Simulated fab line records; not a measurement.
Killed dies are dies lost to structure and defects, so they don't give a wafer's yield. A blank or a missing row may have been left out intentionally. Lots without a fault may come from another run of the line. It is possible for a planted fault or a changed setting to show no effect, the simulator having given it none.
fab line records	flow gf180mcu
[record] lots = 13	wafers = 39	last-day = 34
route steps=602 shown STI@1 VT_IMPLANT@120 HV_LDD@195
lots with no fault: from the same line, run without faults
start-h: hours from the record's first day to the start of the lot's first wafer shown	wait-h: time in hours since the lot's previous step	" repeats the value in the row above	L1.1+2: several wafers, shown together as one row	- no value, or no start was given	* or withheld: withheld	< > ~ a bound
route shown NAME@n: NAME is a module with steps in the file, n the number in the route of the first one	usual: mean/standard deviation taken from wafers without a fault	same: alike in all rows	chamber/n: place in a boat	sites: each site's reading	_std_site: the values' standard deviation	_edge_site: inner sites' mean taken away from outer sites' mean	radius-mm: how far each site lies from the wafer's centre	mask NAME#n: copy n	behind: the most recent tool/chamber to have shaped the wafer	hold: the reason the lot was held/the length of the hold in hours/how it ended	device: the n, p or np transistor that did not switch	end of line: the route-end tests of the same wafers	a step without rows: its recipe alone	killed: the dies lost at the first sort to structure and to defects; this is not the yield of the wafer	map: shows each die of a wafer: x if killed, . if not, _ if none is there
set.NAME: the setting as run; set.NAME@STEP: as run at that earlier step	model.NAME: the simulator's own value behind a step, which no gauge read
one table for each step of the route and one row for each wafer, over a sample of lots
services: from which hour (start-h, from the record's first day; less than 0 if before it) a tool's chamber was out of use, for how many hours, and why
[[steps]]
[step GF_STI_BOW_MEAS_00]
[recipe] mode = bow
[usual] INCOMING_BOW = 0/6.1
lot.wafer	tool	chamber	start-h	wait-h	INCOMING_BOW[um]
L154.1	film-metro-03	-	10.00	-	-5
L154.3	"	-	"	"	-5
L154.6	"	-	"	"	-5
L155.4	film-metro-03	-	15.06	-	-2
L155.5	"	-	"	"	5
L155.6	"	-	"	"	-3
L157.1	film-metro-03	-	25.00	-	8
L157.5	"	-	"	"	5
L157.6	"	-	"	"	13
L159.2	film-metro-04	-	35.02	-	11
L159.4	"	-	"	"	-14
L159.5	"	-	"	"	-11
L160.1	film-metro-03	-	40.00	-	-1
L160.4	"	-	"	"	3
L160.5	"	-	"	"	-2
L162.3	film-metro-03	-	50.04	-	5
L162.4	"	-	"	"	-4
L162.6	"	-	"	"	4
L163.2	film-metro-04	-	55.02	-	-4
L163.4	"	-	"	"	-2
L163.6	"	-	"	"	-11
L164.2	film-metro-03	-	60.02	-	8
L164.3	"	-	"	"	-4
L164.5	"	-	"	"	3
L165.3	film-metro-04	-	65.04	-	2
L165.4	"	-	"	"	-10
L165.6	"	-	"	"	-11
L166.2	film-metro-04	-	70.02	-	-1
L166.3	"	-	"	"	6
L166.4	"	-	"	"	-4
L167.1	film-metro-03	-	75.00	-	6
L167.4	"	-	"	"	-2
L167.5	"	-	"	"	1
L171.3	film-metro-02	-	95.04	-	16
L171.5	"	-	"	"	-4
L171.6	"	-	"	"	0
L174.2	film-metro-03	-	110.02	-	-1
L174.5	"	-	"	"	5
L174.6	"	-	"	"	-3
[step GF_STI_ETCH_13]
[recipe] chemistry = CHF3/O2	stop-on = Si	over-etch-frac = 0.3	target-depth-a = 2823.1	source-w = 600	bias-w = 200	pressure-mtorr = 40	chf3-flow-sccm = 50	O2_flow_sccm = 5	time-s = 112.9
[usual] chamber-pressure-mTorr = 40.00/0.037	drypump-motor-current-A = 5.7/0.46	oes-product-au = 0.834/0.0057	throttle-valve-pct = 8.811/0.0092
lot.wafer	tool	chamber	start-h	wait-h	chamber-pressure-mTorr	drypump-motor-current-A	oes-product-au	rf-hours-counter-h	throttle-valve-pct
L154.1	rie-diel-01	0	26.47	0.1	39.98	5.6	0.837	74	8.806
L154.3	"	3	"	"	40.02	4.9	0.834	9	8.807
L154.6	"	1	"	"	39.96	6.5	0.840	-	8.798
L155.4	rie-diel-01	0	31.56	0.0	39.98	5.6	0.835	74	8.813
L155.5	"	0	"	"	39.95	5.6	0.832	-	8.808
L155.6	"	3	"	"	40.01	4.9	0.831	-	8.787
L157.1	rie-diel-04	3	45.96	0.1	40.06	6.1	0.841	84	8.815
L157.5	"	0	"	"	40.03	6.0	0.849	-	8.793
L157.6	"	1	"	"	39.94	5.4	0.837	-	8.817
L159.2	rie-diel-02	2	54.63	0.1	40.01	5.6	0.834	5	8.808
L159.4	"	0	"	"	39.93	6.0	0.833	-	8.816
L159.5	"	3	"	"	39.99	5.4	0.829	-	8.811
L160.1	rie-diel-04	2	58.47	0.1	39.97	5.9	0.822	2	8.797
L160.4	"	1	"	"	39.95	5.4	0.821	97	8.808
L160.5	"	0	"	"	40.05	6.0	0.826	-	8.812
L162.3	rie-diel-04	0	67.63	0.1	39.97	6.0	0.835	2	8.822
L162.4	"	3	"	"	40.05	6.1	0.827	84	8.825
L162.6	"	1	"	"	39.97	5.4	0.839	-	8.811
L163.2	rie-diel-02	0	71.01	0.1	39.94	6.0	0.836	79	8.815
L163.4	"	2	"	"	40.03	5.6	0.838	5	8.824
L163.6	"	2	"	"	40.04	5.6	0.835	-	8.807
L164.2	rie-diel-04	0	77.46	0.1	39.97	6.0	0.837	2	8.816
L164.3	"	2	"	"	40.00	5.9	0.832	2	8.813
L164.5	"	0	"	"	40.02	6.0	0.839	-	8.806
L165.3	rie-diel-02	1	82.28	0.1	40.01	4.8	0.825	27	8.823
L165.4	"	2	"	"	39.99	5.6	0.830	5	8.803
L165.6	"	3	"	"	40.03	5.4	0.828	-	8.816
L166.2	rie-diel-01	2	88.01	0.1	40.01	5.6	0.839	156	8.824
L166.3	"	3	"	"	39.97	4.9	0.839	11	8.811
L166.4	"	1	"	"	39.97	6.5	0.838	4	8.804
L167.1	rie-diel-04	1	92.32	0.1	40.04	5.4	0.838	97	8.808
L167.4	"	0	"	"	39.94	6.0	0.836	3	8.817
L167.5	"	3	"	"	40.01	6.0	0.839	-	8.806
L171.3	rie-diel-02	1	115.85	0.1	39.99	4.8	0.834	28	8.807
L171.5	"	0	"	"	39.99	6.0	0.841	-	8.824
L171.6	"	3	"	"	39.95	5.4	0.833	-	8.812
L174.2	rie-diel-02	2	132.97	0.1	39.96	5.6	0.832	7	8.814
L174.5	"	3	"	"	40.01	5.4	0.836	-	8.814
L174.6	"	0	"	"	40.06	6.0	0.832	-	8.815
[step GF_VT_IMPLANT_IMPLANT_30]
[recipe] species = B	energy-kev = 25	dose-cm2 = 2.534e+12	tilt-deg = 7
[usual] dose-ions-cm2 = 2.5338e+12/2.9e+09	faraday-current-uA = 14.29/0.28
lot.wafer	tool	chamber	start-h	wait-h	dose-ions-cm2	faraday-current-uA
L155.4	implanter-02	0	152.15	0.1	2.5367e+12	14.46
L155.5	"	0	"	"	2.5331e+12	14.13
L155.6	"	0	"	"	2.5353e+12	13.65
L154.1	implanter-04	0	153.27	0.0	2.5368e+12	14.27
L154.3	"	0	"	"	2.5388e+12	14.16
L154.6	"	0	"	"	2.5336e+12	14.44
L157.1	implanter-02	0	163.79	0.0	2.534e+12	14.46
L157.5	"	0	"	"	2.5364e+12	14.14
L157.6	"	0	"	"	2.5404e+12	14.70
L159.2	implanter-01	0	173.30	0.0	2.529e+12	14.26
L159.4	"	0	"	"	2.532e+12	14.30
L159.5	"	0	"	"	2.531e+12	14.53
L160.1	implanter-01	0	178.24	0.0	2.5357e+12	14.38
L160.4	"	0	"	"	2.5394e+12	14.37
L160.5	"	0	"	"	2.5342e+12	14.44
L162.3	implanter-01	0	188.88	0.1	2.5343e+12	14.02
L162.4	"	0	"	"	2.5339e+12	14.47
L162.6	"	0	"	"	2.5356e+12	13.93
L163.2	implanter-04	0	194.59	0.0	2.5261e+12	13.80
L163.4	"	0	"	"	2.5319e+12	14.38
L163.6	"	0	"	"	2.5313e+12	14.08
L164.2	implanter-01	0	203.34	0.0	2.5383e+12	13.97
L164.3	"	0	"	"	2.5339e+12	14.46
L164.5	"	0	"	"	2.5421e+12	14.29
L165.3	implanter-04	0	210.47	0.1	2.5378e+12	13.91
L165.4	"	0	"	"	2.5374e+12	14.14
L165.6	"	0	"	"	2.5362e+12	14.64
L166.2	implanter-04	0	213.39	0.0	2.5357e+12	14.35
L166.3	"	0	"	"	2.528e+12	13.97
L166.4	"	0	"	"	2.5332e+12	14.14
L167.1	implanter-01	0	229.47	0.0	2.5326e+12	14.33
L167.4	"	0	"	"	2.5334e+12	14.12
L167.5	"	0	"	"	2.5307e+12	14.36
L171.3	implanter-01	0	266.32	0.1	2.532e+11	1.46
L171.5	"	0	"	"	2.523e+11	1.44
L171.6	"	0	"	"	2.486e+11	1.44
L174.2	implanter-01	0	289.44	0.0	2.517e+11	1.42
L174.5	"	0	"	"	2.524e+11	1.43
L174.6	"	0	"	"	2.572e+11	1.43
[step GF_VT_IMPLANT_TW_MEAS_32]
[usual] VT_IMPLANT_3_TW = 264.5/2.1
lot.wafer	tool	chamber	start-h	wait-h	VT_IMPLANT_3_TW
L155.4	film-metro-02	-	152.36	0.1	259.9
L155.5	"	-	"	"	259.2
L155.6	"	-	"	"	261.8
L154.1	film-metro-04	-	153.52	0.1	264.5
L154.3	"	-	"	"	264.2
L154.6	"	-	"	"	264.9
L157.1	film-metro-01	-	164.04	0.1	265.3
L157.5	"	-	"	"	266.0
L157.6	"	-	"	"	264.1
L159.2	film-metro-01	-	173.53	0.1	263.9
L159.4	"	-	"	"	265.4
L159.5	"	-	"	"	266.6
L160.1	film-metro-04	-	178.49	0.1	267.1
L160.4	"	-	"	"	265.1
L160.5	"	-	"	"	265.9
L162.3	film-metro-04	-	189.10	0.1	265.8
L162.4	"	-	"	"	265.6
L162.6	"	-	"	"	266.5
L163.2	film-metro-04	-	194.83	0.1	265.8
L163.4	"	-	"	"	265.6
L163.6	"	-	"	"	265.0
L164.2	film-metro-04	-	203.58	0.1	265.3
L164.3	"	-	"	"	266.5
L164.5	"	-	"	"	265.9
L165.3	film-metro-01	-	210.69	0.1	267.9
L165.4	"	-	"	"	267.2
L165.6	"	-	"	"	268.3
L166.2	film-metro-02	-	213.63	0.1	259.8
L166.3	"	-	"	"	260.2
L166.4	"	-	"	"	260.3
L167.1	film-metro-04	-	229.72	0.1	266.9
L167.4	"	-	"	"	265.3
L167.5	"	-	"	"	266.8
L171.3	film-metro-02	-	266.54	0.1	138.0
L171.5	"	-	"	"	139.3
L171.6	"	-	"	"	139.2
L174.2	film-metro-02	-	289.68	0.1	136.0
L174.5	"	-	"	"	135.9
L174.6	"	-	"	"	135.9
[step GF_HV_LDD_CD_MEAS_19]
[recipe] target-cd-nm = 400
[usual] cd-nm = 400.3/2
lot.wafer	tool	chamber	start-h	wait-h	cd-nm
L155.4	cd-sem-02	-	245.02	0.1	400.3
L155.5	"	-	"	"	400.2
L155.6	"	-	"	"	399.6
L154.1	cd-sem-02	-	247.61	0.1	397.9
L154.3	"	-	"	"	395.9
L154.6	"	-	"	"	397.2
L157.1	cd-sem-02	-	260.86	0.1	401.8
L157.5	"	-	"	"	399.6
L157.6	"	-	"	"	400.4
L159.2	cd-sem-02	-	271.01	0.1	399.6
L159.4	"	-	"	"	402.8
L159.5	"	-	"	"	398.3
L160.1	cd-sem-02	-	277.09	0.1	403.7
L160.4	"	-	"	"	402.6
L160.5	"	-	"	"	402.0
L162.3	cd-sem-02	-	291.80	0.1	399.0
L162.4	"	-	"	"	399.2
L162.6	"	-	"	"	400.7
L163.2	cd-sem-01	-	299.36	0.1	402.0
L163.4	"	-	"	"	402.0
L163.6	"	-	"	"	401.0
L164.2	cd-sem-01	-	307.42	0.1	400.4
L164.3	"	-	"	"	402.1
L164.5	"	-	"	"	400.8
L165.3	cd-sem-02	-	314.50	0.1	400.7
L165.4	"	-	"	"	403.3
L165.6	"	-	"	"	401.1
L166.2	cd-sem-02	-	315.13	0.1	396.4
L166.3	"	-	"	"	398.7
L166.4	"	-	"	"	395.9
L167.1	cd-sem-01	-	335.66	0.1	404.2
L167.4	"	-	"	"	401.8
L167.5	"	-	"	"	402.1
L171.3	cd-sem-02	-	380.03	0.1	400.1
L171.5	"	-	"	"	400.1
L171.6	"	-	"	"	398.4
L174.2	cd-sem-01	-	409.61	0.1	401.7
L174.5	"	-	"	"	400.4
L174.6	"	-	"	"	403.4
[[services]]
tool	chamber	start-h	hours	kind
rie-diel-02	-	9.45	2.4	repair
implanter-04	-	35.18	3.7	repair
rie-diel-04	0	38.57	3.0	repair
implanter-01	-	40.22	4.5	pm
implanter-01	-	47.62	4.0	repair
rie-diel-02	1	52.94	3.7	repair
rie-diel-01	0	73.81	4.0	repair
implanter-04	-	91.40	1.8	repair
rie-diel-02	-	97.99	2.8	pm
implanter-04	-	102.98	6.1	pm
implanter-04	-	116.14	0.6	repair
rie-diel-02	2	122.20	6.2	repair
rie-diel-01	1	143.97	7.5	repair
rie-diel-04	-	192.31	0.4	repair
rie-diel-02	3	199.40	4.2	repair
implanter-04	-	215.81	2.1	repair
rie-diel-04	1	218.37	5.4	repair
rie-diel-02	-	226.38	0.2	repair
rie-diel-02	0	236.05	9.4	repair
rie-diel-02	2	246.14	7.0	repair
rie-diel-01	1	251.02	3.3	repair
implanter-01	-	263.51	1.3	repair
rie-diel-02	-	276.21	1.9	repair
rie-diel-02	2	281.40	11.2	repair
[[key]]
[first-sign] step = GF_VT_IMPLANT_IMPLANT_30	reading = dose-ions-cm2	direction = down	sigmas = 99+	usual = 2.5338e+12	struck = 2.526e+11
[effect] step = GF_VT_IMPLANT_IMPLANT_30	reading = faraday-current-uA	direction = down	sigmas = 46	usual = 14.29	struck = 1.44
[effect] step = GF_VT_IMPLANT_TW_MEAS_32	reading = VT_IMPLANT_3_TW	direction = down	sigmas = 59	usual = 264.5	struck = 137.4
met-at GF_VT_IMPLANT_IMPLANT_30
struck-lots L171,L174
tester-left-out L171,L174
not-acting-at GF_STI_BOW_MEAS_00,GF_STI_ETCH_13,GF_HV_LDD_CD_MEAS_19
onset-between 229.47 266.32
[fault] kind = process-parameter-drift	tool = implanter-01	chamber = -	onset-h = 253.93	steps = GF_VT_IMPLANT_IMPLANT_30	channel = dose-cm2	offset = -2.2806e+12	shape = step	end-h = 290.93	acts-in = these-recipes-only	stated = 2.534e+12
// tester-left-out: of these lots the tester's yield and bins aren't shown, on N5 and GAA mostly nor the transistor test; their killed dies are dies lost to structure and defects alone, not to doping, threshold or leakage, so they don't give the yield
